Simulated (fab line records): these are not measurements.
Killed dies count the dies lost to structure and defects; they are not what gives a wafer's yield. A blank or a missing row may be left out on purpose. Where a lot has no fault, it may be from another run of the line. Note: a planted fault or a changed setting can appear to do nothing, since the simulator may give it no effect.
Which tool was responsible? + flow gf180mcu + 39 wafers from 13 lots sampled at 4 of the route's 602 steps

== WHAT THE GAUGES SHOWED, per wafer ==
GF_M2_CD_MEAS_14: target cd 280 nm. Usual: cd nm 280.2 nm, standard deviation 1.2.
| lot  | measured     | on        | cd nm (nm)        | flag |
|------|--------------|-----------|-------------------|------|
| L176 | day 19 09:51 | cd sem-01 | 279.2 280.8 280.1 |      |
| L177 | day 19 13:41 | cd sem-01 | 278.5 279.5 279.4 |      |
| L178 | day 20 00:37 | cd sem-01 | 278.6 278.9 278.0 |      |
| L180 | day 21 00:01 | cd sem-02 | 280.6 280.7 280.0 |      |
| L181 | day 21 12:11 | cd sem-01 | 281.0 279.4 280.5 |      |
| L182 | day 21 16:35 | cd sem-02 | 281.3 280.0 280.7 |      |
| L188 | day 23 14:07 | cd sem-02 | 281.7 280.2 280.4 |      |
| L192 | day 24 23:35 | cd sem-02 | 279.4 281.2 281.2 |      |
| L193 | day 24 23:54 | cd sem-01 | 283.9 284.5 284.2 | OFF  |
| L194 | day 25 16:29 | cd sem-02 | 286.7 287.2 286.7 | OFF  |
| L195 | day 26 02:10 | cd sem-01 | 280.7 279.7 281.6 |      |
| L196 | day 26 04:22 | cd sem-02 | 282.2 281.2 280.4 |      |
| L197 | day 26 13:43 | cd sem-02 | 278.7 278.4 279.2 |      |

== WHICH TOOL RAN EACH LOT (tool, then ch and the chambers of the sampled wafers, then the start) ==
| lot  | GF_M1_SPUTTER_04             | GF_V1_ETCH_17                                 | GF_M2_DEVELOP_13                  |
|------|------------------------------|-----------------------------------------------|-----------------------------------|
| L176 | pvd sputter-02, day 16 07:01 | rie diel-03 ch 0,2, day 19 09:42 or earlier   | litho track-04 ch 0, day 19 09:42 |
| L177 | pvd sputter-03, day 16 12:45 | rie diel-02 ch 1,2,3, day 19 13:27 or earlier | litho track-02 ch 0, day 19 13:27 |
| L178 | pvd sputter-04, day 16 22:56 | rie diel-04 ch 1,3, day 20 00:28 or earlier   | litho track-02 ch 0, day 20 00:28 |
| L180 | pvd sputter-03, day 17 20:45 | rie diel-04 ch 0,1,2, day 20 23:52 or earlier | litho track-04 ch 0, day 20 23:52 |
| L181 | pvd sputter-02, day 18 07:30 | rie diel-02 ch 0,1, day 21 12:03 or earlier   | litho track-02 ch 0, day 21 12:03 |
| L182 | pvd sputter-02, day 18 13:10 | rie diel-02 ch 0,1,2, day 21 16:26 or earlier | litho track-01 ch 0, day 21 16:26 |
| L188 | pvd sputter-03, day 20 13:49 | rie diel-02 ch 1,2,3, day 23 13:56 or earlier | litho track-01 ch 0, day 23 13:56 |
| L192 | pvd sputter-04, day 22 00:46 | rie diel-03 ch 1,3, day 24 23:27 or earlier   | litho track-04 ch 0, day 24 23:27 |
| L193 | pvd sputter-03, day 22 01:38 | rie diel-02 ch 0,1,3, day 24 23:46 or earlier | litho track-01 ch 0, day 24 23:46 |
| L194 | pvd sputter-02, day 22 14:18 | rie diel-03 ch 0,1,3, day 25 16:20 or earlier | litho track-01 ch 0, day 25 16:20 |
| L195 | pvd sputter-04, day 23 06:22 | rie diel-02 ch 0,2, day 26 02:01 or earlier   | litho track-04 ch 0, day 26 02:01 |
| L196 | pvd sputter-04, day 23 08:28 | rie diel-02 ch 0,2,3, day 26 04:13 or earlier | litho track-04 ch 0, day 26 04:13 |
| L197 | pvd sputter-04, day 23 17:59 | rie diel-03 ch 0,1,3, day 26 13:34 or earlier | litho track-04 ch 0, day 26 13:34 |
- GF_M1_SPUTTER_04: material TiN, target thk 50 nm, time 41.7 s.
- GF_V1_ETCH_17: etches SiO2 in C4F8/O2/Ar, stops on TiN, target depth 630 nm.
- GF_M2_DEVELOP_13: develop time 60 s.

== WHAT THE TOOLS THEMSELVES READ (means of the sampled wafers that have a number; where no wafer has one, the mark that the record gives instead) ==
GF_M1_SPUTTER_04. Usual: throttle valve pct 29.9 %, standard deviation 0.91.
| lot  | tool           | throttle valve pct (%) | flag |
|------|----------------|------------------------|------|
| L176 | pvd sputter-02 | 29.8                   |      |
| L177 | pvd sputter-03 | 29.7                   |      |
| L178 | pvd sputter-04 | 28.7                   |      |
| L180 | pvd sputter-03 | 29.8                   |      |
| L181 | pvd sputter-02 | 29.6                   |      |
| L182 | pvd sputter-02 | 30.6                   |      |
| L188 | pvd sputter-03 | 29.9                   |      |
| L192 | pvd sputter-04 | 29.5                   |      |
| L193 | pvd sputter-03 | 30.1                   |      |
| L194 | pvd sputter-02 | 29.6                   |      |
| L195 | pvd sputter-04 | 30.0                   |      |
| L196 | pvd sputter-04 | 30.0                   |      |
| L197 | pvd sputter-04 | 29.1                   |      |

GF_V1_ETCH_17. Usual: oes product au 0.855 a.u., standard deviation 0.0048.
| lot  | tool        | oes product au (a.u.) | flag |
|------|-------------|-----------------------|------|
| L176 | rie diel-03 | 0.855                 |      |
| L177 | rie diel-02 | 0.858                 |      |
| L178 | rie diel-04 | 0.852                 |      |
| L180 | rie diel-04 | 0.859                 |      |
| L181 | rie diel-02 | 0.858                 |      |
| L182 | rie diel-02 | 0.854                 |      |
| L188 | rie diel-02 | 0.860                 |      |
| L192 | rie diel-03 | 0.852                 |      |
| L193 | rie diel-02 | 0.852                 |      |
| L194 | rie diel-03 | 0.863                 |      |
| L195 | rie diel-02 | 0.855                 |      |
| L196 | rie diel-02 | 0.853                 |      |
| L197 | rie diel-03 | 0.858                 |      |

GF_M2_DEVELOP_13. Usual: resist line temp C 23.01 C, standard deviation 0.098.
| lot  | tool           | resist line temp C (C) | flag |
|------|----------------|------------------------|------|
| L176 | litho track-04 | 22.91                  |      |
| L177 | litho track-02 | 23.09                  |      |
| L178 | litho track-02 | 23.04                  |      |
| L180 | litho track-04 | 23.13                  |      |
| L181 | litho track-02 | 23.05                  |      |
| L182 | litho track-01 | 23.07                  |      |
| L188 | litho track-01 | 22.95                  |      |
| L192 | litho track-04 | 22.92                  |      |
| L193 | litho track-01 | 23.09                  |      |
| L194 | litho track-01 | 23.07                  |      |
| L195 | litho track-04 | 22.96                  |      |
| L196 | litho track-04 | 23.01                  |      |
| L197 | litho track-04 | 22.92                  |      |

== THE ANSWER, worked out from the rows above alone ==
Rule: a lot counts as off when the mean over its wafers that have a number is more than 3 standard deviations away from the usual mean. A lot without any number at a reading at which 4 lots or more have one is off too. Where the step has rows for the other lots, those lots are counted as sound. First the gauges in route order, then the tools' own readings, where a lot's mean is used as printed above. At the first step where some lot is off, the reading lying furthest off is the one used; lots without a number count as furthest.
Off: L193, L194, at GF_M2_CD_MEAS_14 (cd nm).
A tool fits if, at a process step before that reading, it ran every lot that is off, and no sound lot after the first of them. Those tools and the gauges at GF_M2_CD_MEAS_14 are tried in the same way. GF_V1_ETCH_17: start missing for some lots; hours and lot order therefore follow GF_M2_DEVELOP_13. One fits: GF_M2_DEVELOP_13 on litho track-01. A fault onset in the window from L188 (day 23 13:56, its last sound lot) to L193 (day 24 23:46, its first lot off) fits.

== WHAT WAS PUT IN BY THE SIMULATOR ==
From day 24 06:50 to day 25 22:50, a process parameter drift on litho track-01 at GF_M2_DEVELOP_13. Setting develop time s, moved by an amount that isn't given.
Lots struck among those shown: L193, L194. Same finding as the rule above.
